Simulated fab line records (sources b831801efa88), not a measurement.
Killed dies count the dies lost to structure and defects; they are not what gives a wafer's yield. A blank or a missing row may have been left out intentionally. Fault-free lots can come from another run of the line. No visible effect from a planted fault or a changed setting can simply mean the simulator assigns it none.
A single fault, viewed from 2 desks :: flow sky130 :: each desk has only its own numbers; what lay behind them comes last

== METROLOGY DESK ==
What the gauges read, lot by lot, whatever tool the lot ran on: means of the sampled wafers that have a number. A lot is out of limits, marked OUT, if its mean lies more than 4 standard deviations from the usual mean; the brackets give that distance.
Columns: A = VIA4_OVL at SKY_VIA4_OVL_MEAS_11, usual -0.1 nm
lot: L158
first seen here: day 42 07:23
A: 0.9

lot: L159
first seen here: day 42 10:59
A: 0.3

lot: L160
first seen here: day 43 08:59
A: -0.4

lot: L161
first seen here: day 43 20:37
A: -1.4

lot: L162
first seen here: day 44 23:50
A: 1.6

lot: L163
first seen here: day 45 02:41
A: 1.6

lot: L166
first seen here: day 45 15:45
A: 0.5

lot: L165
first seen here: day 45 18:39
A: -1.6

lot: L167
first seen here: day 45 18:56
A: -1.8

lot: L168
first seen here: day 45 19:29
A: -0.6

lot: L177
first seen here: day 48 00:24
A: -0.6

lot: L180
first seen here: day 48 12:30
A: 2.0

lot: L181
first seen here: day 48 17:53
A: -1.9
Finding of this desk: none of the 13 lots has anything out of limits.

== DESK OF THE TOOL OWNER: cmp-01 ==
The tool's own readings at SKY_VIA1_CMP_02 (polishes SiO2): means of the sampled wafers that have a number, for each lot that ran on this tool. A lot is out of limits, marked OUT, if its mean lies more than 4 standard deviations from the usual mean; the brackets give that distance.
Columns: A = motor_current_A at SKY_VIA1_CMP_02, usual 12.1 A
lot: L158
first seen here: day 32 08:46
A: 13.4

lot: L159
first seen here: day 32 10:56
A: 12.6

lot: L161
first seen here: day 34 02:30
A: 11.5

lot: L162
first seen here: day 35 11:33
A: 12.8

lot: L163
first seen here: day 35 12:25
A: 13.4

lot: L166
first seen here: day 36 03:41
A: 13.4

lot: L167
first seen here: day 36 06:53
A: 12.9

lot: L168
first seen here: day 36 08:02
A: 11.3

lot: L177
first seen here: day 39 06:32
A: 11.6

lot: L180
first seen here: day 39 17:24
A: 11.4

lot: L181
first seen here: day 40 01:14
A: 13.4
Finding of this desk: none of the 11 lots has anything out of limits.

== TAKEN TOGETHER ==
The metrology desk saw nothing out of limits.
The desk of the tool owner found nothing out of limits.

== WHAT THE SIMULATOR HAD INSERTED ==
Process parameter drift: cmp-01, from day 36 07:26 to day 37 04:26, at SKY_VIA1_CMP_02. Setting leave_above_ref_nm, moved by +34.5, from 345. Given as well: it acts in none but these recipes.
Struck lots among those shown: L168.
